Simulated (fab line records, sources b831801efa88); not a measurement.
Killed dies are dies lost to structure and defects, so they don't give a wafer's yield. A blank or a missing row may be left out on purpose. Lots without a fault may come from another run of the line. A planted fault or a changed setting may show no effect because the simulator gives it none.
One fault seen from 2 desks | flow sfq_line | each desk has only its own numbers; what lay behind them comes last

THE TOOL OWNER'S DESK: pecvd-04
The tool's own readings at SFQ_TRILAYER_I1_DEP_PECVD_045 (deposits SiO2 from SiH4/N2O, time 111.11 s, target thk 500 nm): means of the sampled wafers that have a number, for each lot that ran on this tool. A lot is out of limits, marked OUT, if its mean lies more than 4 standard deviations from the usual mean; the brackets give that distance.
Columns: A = heater_power_outer_w at SFQ_TRILAYER_I1_DEP_PECVD_045, usual 29 W; B = heater_power_w at SFQ_TRILAYER_I1_DEP_PECVD_045, usual 82 W; C = rf_fwd_power_W at SFQ_TRILAYER_I1_DEP_PECVD_045, usual 182.0 W; D = showerhead_vpp_V at SFQ_TRILAYER_I1_DEP_PECVD_045, usual 829 V; E = susceptor_temp_C at SFQ_TRILAYER_I1_DEP_PECVD_045, usual 150.01 C; F = throttle_valve_pct at SFQ_TRILAYER_I1_DEP_PECVD_045, usual 24.7 %
lot  | first seen here | A  | B  | C               | D   | E      | F
L506 | day 11 10:07    | 23 | 75 | 181.6           | 838 | 150.11 | 24.0
L518 | day 15 05:37    | 26 | 77 | 152.2 (-47) OUT | 764 | 150.11 | 24.3
L519 | day 15 23:11    | 31 | 78 | 152.7 (-47) OUT | 762 | 150.10 | 24.5
This desk's finding: out of limits on L518, L519; first on L518, day 15 05:37 (rf_fwd_power_W at SFQ_TRILAYER_I1_DEP_PECVD_045). In limits: L506.

THE METROLOGY DESK
What the gauges read, lot by lot, whatever tool the lot ran on: means of the sampled wafers that have a number. A lot is out of limits, marked OUT, if its mean lies more than 4 standard deviations from the usual mean; the brackets give that distance.
Columns: A = M1_OVL at SFQ_M1_OVL_MEAS_911, usual 2 nm
lot  | first seen here | A
L506 | day 11 09:07    | 9
L507 | day 11 16:19    | 2
L518 | day 15 04:37    | 0
L519 | day 15 22:12    | 4
L520 | day 16 10:12    | -4
L525 | day 17 22:46    | 6
This desk's finding: nothing out of limits on any of the 6 lots.

PUT TOGETHER
The tool owner's desk could have raised an alarm at day 15 05:37, on L518, L519.
The metrology desk saw nothing out of limits.
The metrology desk has L518, L519 on record, within its limits.
Of the lots named, all ran SFQ_TRILAYER_I1_DEP_PECVD_045 on pecvd-04.

WHAT THE SIMULATOR HAD PUT IN
Process parameter drift: pecvd-04, from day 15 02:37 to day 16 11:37, at SFQ_TRILAYER_I1_DEP_PECVD_045. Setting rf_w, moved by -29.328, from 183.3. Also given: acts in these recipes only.
Lots struck among those shown: L518, L519.
Hours from the fault's start to each desk's first reading out of limits: the tool owner's desk, 3.
